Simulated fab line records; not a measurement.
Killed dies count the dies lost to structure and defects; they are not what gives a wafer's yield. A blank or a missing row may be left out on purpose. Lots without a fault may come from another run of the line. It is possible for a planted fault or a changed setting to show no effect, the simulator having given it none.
Which tool is to blame? -- flow sky130 -- 33 wafers from 11 lots sampled at 5 of the route's 708 steps

WHAT EACH GAUGE READ, for each wafer
The record lacks any reading of a measuring or inspecting step that a usual standard deviation could be used to judge.

WHAT TOOL EACH LOT RAN ON (gives the tool, then ch and the chambers of the sampled wafers, and finally the start)
lot,SKY_METAL5_SPUTTER_01,SKY_METAL5_DESCUM_14,SKY_METAL5_METAL_ETCH_15,SKY_METAL5_STRIP_16,SKY_PAD_OPEN_PROBE_99
L440,"pvd sputter-04, day 42 18:59","rie metal-03 ch 0,1, day 43 18:23","rie metal-03 ch 0,1, day 43 18:25","plasma asher-03 ch 0,1, day 43 18:39","prober-01, day 45 18:21"
L441,"pvd sputter-04, day 43 06:55","rie metal-04 ch 0,1, day 44 05:32","rie metal-04 ch 0,1, day 44 05:35","plasma asher-01 ch 0,1, day 44 05:49","prober-02, day 46 04:11"
L444,"pvd sputter-03, day 44 04:56","rie metal-04 ch 0,1, day 45 02:28","rie metal-04 ch 0,1, day 45 02:34","plasma asher-03 ch 0,1, day 45 02:46","prober-01, day 46 23:24"
L445,"pvd sputter-01, day 44 12:53","rie metal-01 ch 1, day 45 09:59","rie metal-01 ch 1, day 45 10:04","plasma asher-01 ch 0,1, day 45 10:32","prober-02, day 47 06:34"
L447,"pvd sputter-03, day 45 02:34","rie metal-01 ch 0,1, day 45 23:10","rie metal-01 ch 0,1, day 45 23:12","plasma asher-03 ch 0,1, day 45 23:26","prober-02, day 47 18:54"
L450,"pvd sputter-03, day 45 20:27","rie metal-03 ch 0,1, day 46 17:25","rie metal-03 ch 0,1, day 46 17:27","plasma asher-04 ch 0,1, day 46 17:41","prober-01, day 48 12:01"
L451,"pvd sputter-01, day 46 03:49","rie metal-04 ch 0,1, day 46 23:59","rie metal-04 ch 0,1, day 47 00:01","plasma asher-01 ch 0,1, day 47 00:15","prober-02, day 48 17:35"
L456,"pvd sputter-03, day 47 07:49","rie metal-04 ch 0,1, day 48 03:22","rie metal-04 ch 0,1, day 48 03:24","plasma asher-03 ch 0,1, day 48 03:38","prober-01, day 49 18:38"
L460,"pvd sputter-01, day 48 03:39","rie metal-03 ch 0,1, day 48 22:32","rie metal-03 ch 0,1, day 48 22:38","plasma asher-03 ch 0,1, day 48 22:49","prober-01, day 50 11:19"
L461,"pvd sputter-04, day 48 09:59","rie metal-03 ch 0,1, day 49 04:41","rie metal-03 ch 0,1, day 49 04:43","plasma asher-04 ch 0,1, day 49 04:57","prober-02, day 50 16:10"
L463,"pvd sputter-04, day 48 22:18","rie metal-04 ch 0,1, day 49 16:13","rie metal-04 ch 0,1, day 49 16:15","plasma asher-04 ch 0,1, day 49 16:29","prober-02, day 51 03:27"
- SKY_METAL5_SPUTTER_01: material TiN, target thk 20 nm, time 16.7 s.
- SKY_METAL5_DESCUM_14: chemistry O2, time 11 s.
- SKY_METAL5_METAL_ETCH_15: etches the open film in Cl2/BCl3, stops on SiO2, target depth 1260 nm, time 252 s.
- SKY_METAL5_STRIP_16: strips in O2/N2.
- SKY_PAD_OPEN_PROBE_99

WHAT THE TOOLS THEMSELVES READ (means of the sampled wafers that have a number; where no wafer has one, the mark that the record gives instead)
SKY_METAL5_SPUTTER_01. Usual: cathode dc power W 6500.1 W, standard deviation 1; chamber pressure pa 0.4000 Pa, standard deviation 0.00082; throttle valve pct 29.7 %, standard deviation 1.3.
lot,tool,cathode dc power W (W),chamber pressure pa (Pa),throttle valve pct (%),flag
L440,pvd sputter-04,6501.1,0.4004,28.5,
L441,pvd sputter-04,6499.5,0.4004,28.4,
L444,pvd sputter-03,6501.1,0.3999,30.1,
L445,pvd sputter-01,6499.5,0.4005,29.8,
L447,pvd sputter-03,6500.0,0.4001,31.1,
L450,pvd sputter-03,6500.4,0.3999,30.3,
L451,pvd sputter-01,6499.9,0.3995,29.3,
L456,pvd sputter-03,6500.0,0.4002,31.6,
L460,pvd sputter-01,-,-,-,OFF
L461,pvd sputter-04,-,-,-,OFF
L463,pvd sputter-04,6499.4,0.3992,29.3,

SKY_METAL5_DESCUM_14. Usual: drypump motor current A 5.9 A, standard deviation 0.37; oes product au 0.996 a.u., standard deviation 0.0084.
lot,tool,drypump motor current A (A),oes product au (a.u.),flag
L440,rie metal-03,6.3,0.989,
L441,rie metal-04,5.9,0.982,
L444,rie metal-04,5.7,0.996,
L445,rie metal-01,6.0,0.991,
L447,rie metal-01,5.8,0.992,
L450,rie metal-03,6.3,0.984,
L451,rie metal-04,6.0,1.002,
L456,rie metal-04,5.7,0.993,
L460,rie metal-03,6.3,0.996,
L461,rie metal-03,6.2,0.999,
L463,rie metal-04,5.7,0.996,

SKY_METAL5_METAL_ETCH_15. Usual: drypump motor current A 5.9 A, standard deviation 0.37; oes product au 0.894 a.u., standard deviation 0.0053; throttle valve pct 22.265 %, standard deviation 0.0086.
lot,tool,drypump motor current A (A),oes product au (a.u.),throttle valve pct (%),flag
L440,rie metal-03,6.3,0.897,22.259,
L441,rie metal-04,5.9,0.892,22.254,
L444,rie metal-04,5.7,0.891,22.260,
L445,rie metal-01,6.0,0.890,22.260,
L447,rie metal-01,5.8,0.894,22.266,
L450,rie metal-03,6.2,0.898,22.263,
L451,rie metal-04,5.9,0.894,22.265,
L456,rie metal-04,5.7,0.893,22.264,
L460,rie metal-03,6.3,0.899,22.264,
L461,rie metal-03,6.2,0.891,22.259,
L463,rie metal-04,5.7,0.893,22.266,

SKY_METAL5_STRIP_16. Usual: drypump motor current A 6.1 A, standard deviation 0.7; oes product au 0.710 a.u., standard deviation 0.0042; strip time to endpoint s 13.11 s, standard deviation 0.13.
lot,tool,drypump motor current A (A),oes product au (a.u.),strip time to endpoint s (s),flag
L440,plasma asher-03,6.6,0.708,13.02,
L441,plasma asher-01,6.1,0.709,13.12,
L444,plasma asher-03,6.6,0.706,13.01,
L445,plasma asher-01,6.1,0.711,13.06,
L447,plasma asher-03,6.6,0.711,13.14,
L450,plasma asher-04,5.8,0.711,13.27,
L451,plasma asher-01,6.2,0.713,13.14,
L456,plasma asher-03,6.6,0.708,13.10,
L460,plasma asher-03,6.6,0.712,13.16,
L461,plasma asher-04,5.3,0.710,13.05,
L463,plasma asher-04,5.2,0.708,13.10,

SKY_PAD_OPEN_PROBE_99. Usual: defect limited yield 82.9 %, standard deviation 2.2; killed_at_M0_to_M3 42, standard deviation 7; killed_at_M4_up 2.8, standard deviation 1.8; killed at contacts 24, standard deviation 5.8; killed at front end 15, standard deviation 4.8; killed at other 0.3, standard deviation 0.56; killed dies 84, standard deviation 11; killed open 46, standard deviation 7.8; killed short 38, standard deviation 6.3; sort_bin_3_pad_short 0.8 %, standard deviation 0.43; sort_bin_5_function 10.2 %, standard deviation 1.6; sort_bin_6_memory 6.0 %, standard deviation 1.1; sort n pass 408, standard deviation 11; sort yield pct 82.9 %, standard deviation 2.2.
lot,tool,defect limited yield (%),killed_at_M0_to_M3,killed_at_M4_up,killed at contacts,killed at front end,killed at other,killed dies,killed open,killed short,sort_bin_3_pad_short (%),sort_bin_5_function (%),sort_bin_6_memory (%),sort n pass,sort yield pct (%),flag
L440,prober-01,83.7,41,3.3,19,17,0.0,80,44,36,0.8,9.8,5.8,412,83.7,
L441,prober-02,83.6,36,5.0,25,14,0.7,81,44,36,0.5,9.9,6.0,411,83.6,
L444,prober-01,82.5,38,3.3,22,22,1.0,86,45,40,1.4,9.7,6.4,406,82.5,
L445,prober-02,80.9,48,1.7,22,21,0.3,94,50,43,0.7,12.4,6.0,398,80.9,
L447,prober-02,82.6,42,2.3,26,15,0.0,85,51,35,0.7,11.0,5.6,407,82.6,
L450,prober-01,81.9,40,3.7,28,17,0.0,89,48,41,0.7,10.7,6.6,403,81.9,
L451,prober-02,82.0,46,2.0,26,14,0.3,88,47,41,1.0,11.7,5.3,404,82.0,
L456,prober-01,83.5,42,2.7,23,13,0.0,81,42,39,1.1,9.9,5.6,411,83.5,
L460,prober-01,85.6,32,2.0,25,12,0.0,71,40,31,0.5,8.1,5.7,421,85.6,
L461,prober-02,80.6,40,5.7,31,18,0.0,96,50,46,0.8,11.7,7.0,396,80.6,
L463,prober-02,82.6,42,4.0,26,13,0.0,85,48,38,1.0,9.9,6.4,407,82.6,

THE ANSWER, worked out from the rows above alone
Rule: take the mean of a lot's wafers that have a number; if it is more than 3 standard deviations from the usual mean, the lot is off. A lot without any number at a reading at which 4 lots or more have one is off too. The other lots that the step has rows for count as sound. Order of review: gauges by route order, followed by the tools' own readings, for which a lot's mean as printed above is used. The first step at which some lot is off is used, and at that step the reading that is off furthest; a lot without a number counts as furthest.
Off: L460, L461 (SKY_METAL5_SPUTTER_01, cathode dc power W). Without a number there: L460, L461.
A tool fits if, at that step or a process step before it, it ran every lot that is off, and no sound lot after the first of them. Not one of the candidates tried fits.

WHAT THE SIMULATOR HAD INSERTED
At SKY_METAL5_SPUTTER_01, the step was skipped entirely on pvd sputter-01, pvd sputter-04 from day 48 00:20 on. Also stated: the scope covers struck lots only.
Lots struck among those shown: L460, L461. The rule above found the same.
